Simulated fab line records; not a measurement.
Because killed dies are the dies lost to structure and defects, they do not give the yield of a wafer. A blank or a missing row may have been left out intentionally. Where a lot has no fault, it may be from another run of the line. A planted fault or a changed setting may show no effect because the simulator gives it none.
Matching of chambers	flow sky130	rie-diel-03 running SKY_FIELD_ISO_ETCH_15: 4 sister chambers
The step etches the open film in CHF3/O2, stops on Si, target depth 180 nm, time 72 s. 8 wafers are shown with their chamber, then 7 later ones without.

WAFERS PAIRED WITH THEIR CHAMBERS
wafer	chamber	drypump-motor-current-A (A)	throttle-valve-pct (%)
L078.3	1	6.6	8.866
L079.1	0	5.7	8.849
L079.3	1	6.6	8.845
L079.4	2	6.1	8.852
L087.4	2	6.1	8.835
L087.5	3	5.3	8.842
L088.1	3	5.2	8.838
L088.3	0	5.7	8.824

WAFERS WHOSE CHAMBER IS MISSING
wafer	drypump-motor-current-A (A)	throttle-valve-pct (%)
L088.6	5.2	8.856
L090.2	6.6	8.840
L090.4	5.7	8.846
L090.6	6.1	8.856
L093.4	6.1	8.838
L093.5	6.6	8.832
L093.6	6.1	8.849

THE CHAMBER EACH PASSED THROUGH
wafer	from the rows above	in truth
L088.6	3	3
L090.2	1	1
L090.4	0	0
L090.6	2	2
L093.4	2	2
L093.5	1	1
L093.6	2	2
Placed correctly: 7 of 7. Number that these rows cannot place: 0. 0 placed wrongly.
How it was worked out, from the rows above alone: a wafer's distance from a chamber is the root of the sum, over the readings, of the square of ((its reading less the chamber's mean) divided by the reading's scatter). The wafer belongs to the nearest chamber; if the next one is less than 2 further off, it can't be placed. Each chamber's mean is taken over the wafers shown for it. The scatter: take each reading less its chamber's mean, square it, sum over the shown wafers, divide by the number of wafers less the number of chambers, and take the root.
